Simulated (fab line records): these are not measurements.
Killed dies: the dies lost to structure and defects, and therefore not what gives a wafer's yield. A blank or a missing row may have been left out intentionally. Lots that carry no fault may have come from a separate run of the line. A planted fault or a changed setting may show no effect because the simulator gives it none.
Problem report, 8D (eight disciplines) form, completed by code | flow sky130 | the parts of the form that need people (team, actions taken, sign-off) are left out

== 1. WHAT WENT WRONG ==
Mean of oes product au at SKY_VIA3_ETCH_14: 0.933 a.u. across 2 wafers in 2 lots; on wafers with no fault it is 0.855 a.u. (standard deviation 0.0049). Measured from the usual mean, that is +16 standard deviations.
The step: etches BARC in N2/H2, stops on SiO2, time 45.9 s, target depth 60 nm.
Seen first at day 41 12:37 on rie diel-03, wafer L165.5. The record holds 18 wafers of 6 lots with a number at this step. The rule behind "out" and "out of limits": a value lying over 4 standard deviations away from the usual mean. The rest of the wafers with a number are treated as sound.

== 2. WHAT IT IS, AND WHAT IT ISN'T ==
question                    | is                           | is not
which readings at this step | oes product au, run length s | drypump motor current A, throttle valve pct
which lots                  | L165, L166                   | L171, L172, L176, L177
which wafers of those lots  | L165.5, L166.5               | L165.1, L165.2, L166.1, L166.2
read on which tools         | rie diel-03                  | rie diel-04
when                        | from day 41 12:37            | up to then (2 sound wafers); but 14 sound wafers of L166, L171, L172, L176, L177 came after

== 3. THE SUSPECTS, EACH WITH WHAT RULES IT OUT ==
Counting: any tool at a process step up to the reading remains a suspect provided it ran every lot that is out. Sound lots after the first of them don't rule it out here, since some wafers of a struck lot are sound.
- cmp-02 at SKY_VIA3_CMP_02 (polishes SiO2): kept. It ran every lot that is out, first L165 (day 40 12:05).
- rie diel-03 at SKY_VIA3_ETCH_14 (etches BARC in N2/H2, stops on SiO2, time 45.9 s, target depth 60 nm): kept. It ran every lot that is out, first L165 (day 41 12:37). Its own readings are out on those wafers: oes product au, run length s.
Remaining after the count are cmp-02 at SKY_VIA3_CMP_02 and rie diel-03 at SKY_VIA3_ETCH_14.

== 4. THE CAUSE (what the simulator had put in) ==
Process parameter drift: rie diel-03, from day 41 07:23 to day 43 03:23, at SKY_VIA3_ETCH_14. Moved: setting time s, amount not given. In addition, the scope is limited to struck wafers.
Counting leaves 2 suspects; this tool is one of them.

== 5. THE CHAIN OF EFFECTS, in route order ==
Each row: a reading where the mean over the struck wafers with a number is more than 3 standard deviations away from the usual. Readings are gone through only where the record gives a usual standard deviation; hours: the median, over the lots, of the time from a lot's start at the first step in this table giving one to that lot's start at this step; sigmas: the change measured in usual standard deviations.
hours | step             | reading        | usual      | on struck wafers | change | sigmas
0     | SKY_VIA3_ETCH_14 | oes product au | 0.855 a.u. | 0.933            | +0.078 | +16
0     | SKY_VIA3_ETCH_14 | run length s   | 74.3 s     | 70.5             | -3.8   | -7.2
The process steps in it:
- SKY_VIA3_ETCH_14: etches BARC in N2/H2, stops on SiO2, time 45.9 s, target depth 60 nm.

== 6. HOW IT WOULD HAVE BEEN CAUGHT EARLIER ==
In this record the first reading out of limits was taken at day 41 12:37, 5 hours after the fault began at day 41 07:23.
